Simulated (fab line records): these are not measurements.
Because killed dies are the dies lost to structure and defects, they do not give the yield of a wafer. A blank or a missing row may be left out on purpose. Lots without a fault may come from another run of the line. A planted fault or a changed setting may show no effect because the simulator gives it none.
Chamber matching -- flow gf180mcu -- GF_POLY_GATE_ETCH_13 on rie-si-02 has 4 sister chambers
The step etches poly-Si in HBr/Cl2, stops on SiO2, target depth 198.5 nm, time 69.6 s. 4 wafers are shown with their chamber, then 9 later ones without.

== WAFERS PAIRED WITH THEIR CHAMBERS ==
wafer,chamber,drypump-motor-current-A (A)
L318.6,3,5.15
L320.3,0,5.57
L332.3,2,5.26
L332.5,1,5.52

== WAFERS MISSING THEIR CHAMBER ==
wafer,drypump-motor-current-A (A)
L333.2,5.57
L333.5,5.26
L333.6,5.53
L334.2,5.15
L334.4,5.24
L334.6,5.27
L335.2,5.55
L335.4,5.17
L335.6,5.55

== EACH ONE'S CHAMBER ==
wafer,from the rows above,in truth
L333.2,0,0
L333.5,2,2
L333.6,1,1
L334.2,3,3
L334.4,2,2
L334.6,2,2
L335.2,can't be placed: 0 or 1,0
L335.4,3,3
L335.6,can't be placed: 0 or 1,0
Correct placement for 7 of the 9. These rows do not allow placing 2 (true chamber among the candidates in 2). 0 placed wrongly.
How it was worked out, from the rows above alone: a wafer's distance from a chamber is the root of the sum, over the readings, of the square of ((its reading less the chamber's mean) divided by the reading's scatter). If the next closest chamber is less than 2 further off than the closest, the wafer can't be placed; otherwise it belongs to the closest. Each chamber's mean is taken over the wafers shown for it. The scatter: root of mean squared gap, hidden wafer to nearest shown wafer, with one shown wafer a chamber.
